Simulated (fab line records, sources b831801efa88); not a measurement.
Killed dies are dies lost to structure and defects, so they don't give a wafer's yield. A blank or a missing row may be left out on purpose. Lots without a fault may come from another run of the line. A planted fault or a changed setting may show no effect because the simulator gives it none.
One fault seen from 2 desks | flow gf180mcu | each desk has only its own numbers; what lay behind them comes last

THE TOOL OWNER'S DESK: rtp_anneal-02
The tool's own readings at GF_VT_IMPLANT_RTA_45 (time 30 s): means of the sampled wafers that have a number, for each lot that ran on this tool. A lot is out of limits, marked OUT, if its mean lies more than 4 standard deviations from the usual mean; the brackets give that distance.
Columns: A = anneal_temp_c_max at GF_VT_IMPLANT_RTA_45, usual 1054.5; B = chamber_o2_ppm at GF_VT_IMPLANT_RTA_45, usual 2.001; C = lamp_power_pct at GF_VT_IMPLANT_RTA_45, usual 37 %; D = wafer_temp_C_max at GF_VT_IMPLANT_RTA_45, usual 1059.2
lot  | first seen here | A      | B     | C  | D
L515 | day 7 15:11     | 1054.2 | 2.033 | 34 | 1058.3
L517 | day 8 01:17     | 1053.8 | 2.007 | 34 | 1058.1
L520 | day 8 18:28     | 1054.3 | 2.021 | 34 | 1059.5
L521 | day 9 04:50     | 1054.1 | 1.990 | 34 | 1060.4
L523 | day 9 18:35     | 1054.0 | 2.019 | 34 | 1060.7
L536 | day 13 06:33    | 1053.9 | 1.985 | 34 | 1063.6
L538 | day 13 23:07    | 1054.4 | 1.998 | 34 | 1057.7
This desk's finding: nothing out of limits on any of the 7 lots.

THE METROLOGY DESK
What the gauges read, lot by lot, whatever tool the lot ran on: means of the sampled wafers that have a number. A lot is out of limits, marked OUT, if its mean lies more than 4 standard deviations from the usual mean; the brackets give that distance.
Columns: A = MVSD_RS at GF_VT_IMPLANT_RS_MEAS_46, usual 456.6 ohm/sq; B = NWELL_RS at GF_VT_IMPLANT_RS_MEAS_47, usual 488.1 ohm/sq; C = LVPWELL_RS at GF_VT_IMPLANT_RS_MEAS_48, usual 1198 ohm/sq; D = cd_nm at GF_V3_CD_MEAS_14, usual 259.5 nm
lot  | first seen here | A                       | B                       | C                     | D
L515 | day 7 15:17     | 455.5                   | 487.7                   | 1197                  | 258.3
L516 | day 7 21:58     | 455.5                   | 484.5                   | 1197                  | 260.8
L517 | day 8 01:23     | 456.5                   | 487.4                   | 1198                  | 260.3
L519 | day 8 15:49     | 456.9                   | 490.0                   | 1194                  | 258.2
L520 | day 8 18:34     | 457.3                   | 487.4                   | 1197                  | 259.5
L521 | day 9 04:56     | 455.3                   | 487.3                   | 1201                  | 260.4
L523 | day 9 18:41     | 459.4                   | 488.1                   | 1202                  | 260.2
L524 | day 10 01:48    | 453.6                   | 489.2                   | 1192                  | 260.8
L532 | day 12 01:26    | 133.0 (-99 or more) OUT | 133.2 (-99 or more) OUT | 133 (-99 or more) OUT | -
L533 | day 12 13:37    | 133.0 (-99 or more) OUT | 133.2 (-99 or more) OUT | 133 (-99 or more) OUT | -
L535 | day 13 00:16    | 454.9                   | 487.4                   | 1197                  | 261.1
L536 | day 13 06:39    | 456.5                   | 487.4                   | 1198                  | 260.1
L537 | day 13 13:19    | 457.3                   | 487.5                   | 1199                  | 258.0
L538 | day 13 23:15    | 456.4                   | 489.6                   | 1194                  | 258.9
This desk's finding: out of limits on L532, L533; first on L532, day 12 01:26 (MVSD_RS at GF_VT_IMPLANT_RS_MEAS_46). In limits: L515, L516, L517, L519, L520, L521, L523, L524, L535, L536, L537, L538.

PUT TOGETHER
The metrology desk could have raised an alarm at day 12 01:26, on L532, L533.
The tool owner's desk saw nothing out of limits.
The tool owner's desk has no number on record for L532, L533.
Of the lots named, all ran GF_VT_IMPLANT_RTA_45 on rtp_anneal-02.

WHAT THE SIMULATOR HAD PUT IN
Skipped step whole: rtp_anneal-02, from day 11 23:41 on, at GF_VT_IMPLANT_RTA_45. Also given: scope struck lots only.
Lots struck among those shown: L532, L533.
Hours from the fault's start to each desk's first reading out of limits: the metrology desk, 2.
